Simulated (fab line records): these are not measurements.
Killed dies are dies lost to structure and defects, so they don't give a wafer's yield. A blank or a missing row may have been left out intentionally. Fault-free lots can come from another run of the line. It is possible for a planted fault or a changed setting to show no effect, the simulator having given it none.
Struck lot and sound lot, side by side	flow sky130	36 out of 708 route steps
Sound: the wafers L819.1, L819.2, L819.6. Wafers L809.1, L809.2, L809.3 were the ones struck. The cause comes at the end.
Order at every step that has rows: each side's tool, ch and its chambers, its first start. Under that, the readings that differ: sound wafers	struck wafers	difference of the means	sigmas: that difference in standard deviations of wafers without a fault.
alike: readings whose means differ by less than 2 such deviations, and words and numbers that are the same on both sides. not compared: withheld readings, readings that some wafer has no value for, bounds like >300 that may hide the same value, and numbers for which the record gives no deviation and whose values overlap.
A row with sigmas, a row that says differs or no value, or rows on one side alone: a step with any of these is where the two part. When numbers do not overlap yet have no deviation, they are printed without sigmas and do not part them. A reading missing from all wafers of one side parts the sides only when that side holds two or more wafers.

first, 10 steps without rows for these wafers: SKY_GATE_OXIDE_COAT_05 (resist thk 1140 nm); SKY_GATE_OXIDE_SOFTBAKE_06 (time 60 s); SKY_GATE_OXIDE_EXPOSE_07 (exposes mask LVOM, target cd 600 nm); SKY_GATE_OXIDE_PEB_08; SKY_GATE_OXIDE_DEVELOP_09 (develop time 60 s); SKY_GATE_OXIDE_IMPLANT_11; SKY_GATE_OXIDE_WET_ETCH_12 (etches SiO2 in dHF, target depth 16.8 nm, time 336 s); SKY_GATE_OXIDE_STRIP_13 (strips in O2/N2); SKY_GATE_OXIDE_CLEAN_15 (cleans in SC1/SC2, time 150 s); SKY_GATE_OXIDE_OXIDATION_16 (stabilise 600 s, purge 300 s, target thk 3.57 nm).
SKY_POLY_GATE_CVD_00: deposits poly-Si, target thk 180 nm, time 720 s.
  sound on lpcvd-01 ch 1, day 22 18:05; struck on lpcvd-01 ch 0, day 18 16:55
reading	sound	struck	difference	sigmas
pressure-mtorr (mTorr)	200.2 199.7 200.6	100.3 100.2 99.7	-100.1	-99 or more
model.poly-Si_of_POLY_GATE_CVD_00.thk-nm (nm)	183.6 182.9 184.9	125.8 127.5 126.5	-57.2	
  alike: spike-tc-lower-C, spike-tc-top-C
SKY_POLY_GATE_THK_MEAS_01:
  sound: film-metro-02 at day 22 19:17; struck: film-metro-01 at day 18 18:43
reading	sound	struck	difference	sigmas
POLY_GATE_CVD_00_THK (nm)	183.7 182.9 185.0	125.8 127.6 126.5	-57.2	-34
then, 9 steps without rows for these wafers: SKY_RES_PROTECT_DEHYDRATE_00 (time 60 s); SKY_RES_PROTECT_HMDS_01 (prime time 60 s); SKY_RES_PROTECT_COAT_02 (resist thk 1140 nm); SKY_RES_PROTECT_SOFTBAKE_03 (time 60 s); SKY_RES_PROTECT_EXPOSE_04 (exposes mask RPM, target cd 1270 nm); SKY_RES_PROTECT_PEB_05; SKY_RES_PROTECT_DEVELOP_06 (develop time 60 s); SKY_POLY_GATE_IMPLANT_02; SKY_RES_PROTECT_STRIP_07 (strips in O2/N2).
SKY_RES_PROTECT_CLEAN_09: cleans in SC1/SC2, time 150 s.
  sound on wet-bench-02 ch 2, day 24 01:12; struck on wet-bench-01 ch 3, day 20 02:12
reading	sound	struck	difference	sigmas
model.poly-Si_of_POLY_GATE_CVD_00.thk-nm (nm)	182.9 182.2 184.3	125.2 126.9 125.9	-57.1	
then, 11 steps without rows for these wafers: SKY_POLY_GATE_CVD_03 (deposits Si3N4 from DCS/NH3, target thk 75 nm, time 1290 s); SKY_POLY_GATE_DEHYDRATE_05 (time 60 s); SKY_POLY_GATE_HMDS_06 (prime time 60 s); SKY_POLY_GATE_COAT_07 (resist thk 110 nm); SKY_POLY_GATE_COAT_08 (resist thk 450 nm); SKY_POLY_GATE_SOFTBAKE_09 (time 90 s); SKY_POLY_GATE_EXPOSE_10 (exposes mask P1M, target cd 150 nm); SKY_POLY_GATE_PEB_11; SKY_POLY_GATE_DEVELOP_12 (develop time 60 s); SKY_POLY_GATE_ETCH_15 (etches BARC in N2/H2, stops on SiO2, time 118.5 s, target depth 110 nm); SKY_POLY_GATE_ETCH_16 (etches Si3N4 in CH3F/O2, stops on poly-Si, time 147.5 s, target depth 75 nm).
SKY_POLY_GATE_ETCH_17: etches poly-Si in HBr/Cl2, stops on SiO2, target depth 180 nm, time 70.5 s.
  sound on rie-si-01 ch 0,1,3, day 25 09:35; struck on rie-si-01 ch 1,2,3, day 21 11:14
reading	sound	struck	difference	sigmas
oes-product-au (a.u.)	0.995 1.005 1.005	0.786 0.783 0.786	-0.217	-20
model.POLY_GATE.feature-depth-nm (nm)	182.9 182.2 181	125.2 126.9 125.9	-56.0	
model.etch.depth-nm (nm)	182.9 182.2 181	125.2 126.9 125.9	-56.0	
  alike: drypump-motor-current-A, throttle-valve-pct
  not compared: rf-hours-counter-h
then, 1 step without rows for these wafers: SKY_POLY_GATE_STRIP_18 (strips in O2/N2).
-- a jump in the record: the struck wafers' starts before and after are 28 days apart (it breaks off in module POLY_GATE and resumes in module PAD_OPEN, where the first step shown is number 708 of the route) --
SKY_PAD_OPEN_PROBE_99:
  sound: prober-01 at day 51 06:28; struck: prober-01 at day 49 02:45
reading	sound	struck	difference	sigmas
model.etest.res-xhigh-po.line-ohm-um	5657 5728 5797	5079 5282 5376	-482	
model.etest.res-high-po.line-ohm-um	712.7 735 747.8	944.1 947.6 969	+221.7	
model.etest.res-poly.line-ohm-um	466.9 487.7 505.9	667.9 645.4 699.9	+184.2	
model.etest.res-xhigh-po.rs-ohm-sq	2004 1995 2025	1801 1861 1868	-165	
model.etest.tip-sonos.rs-ohm-sq	2655 2590 2671	2540 2540 2537	-100	
model.etest.res-high-po.rs-ohm-sq	256.2 257.9 258.1	332.5 336 341.2	+79.2	
model.etest.licon-high-po.rc-ohm	352.6 362.2 356.5	315.7 325.8 324.6	-35.1	
model.etest.res-poly.rs-ohm-sq	47.13 47.23 46.86	64.79 65.08 65.58	+18.08	
  alike: killed_at_M0_to_M3, killed_at_M4_up, killed-at-contacts, killed-at-front-end, killed-at-other, killed-dies, killed-open, killed-short

## WHERE THEY PART
At SKY_POLY_GATE_CVD_00 first; at SKY_POLY_GATE_ETCH_17 last (within this record only). Later steps at which nothing parts them and some readings are alike: SKY_PAD_OPEN_PROBE_99.

WHY: the cause the simulator had injected
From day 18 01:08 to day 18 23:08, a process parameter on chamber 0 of lpcvd-01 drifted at SKY_POLY_GATE_CVD_00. A move of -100 in setting pressure-mtorr, from 200.
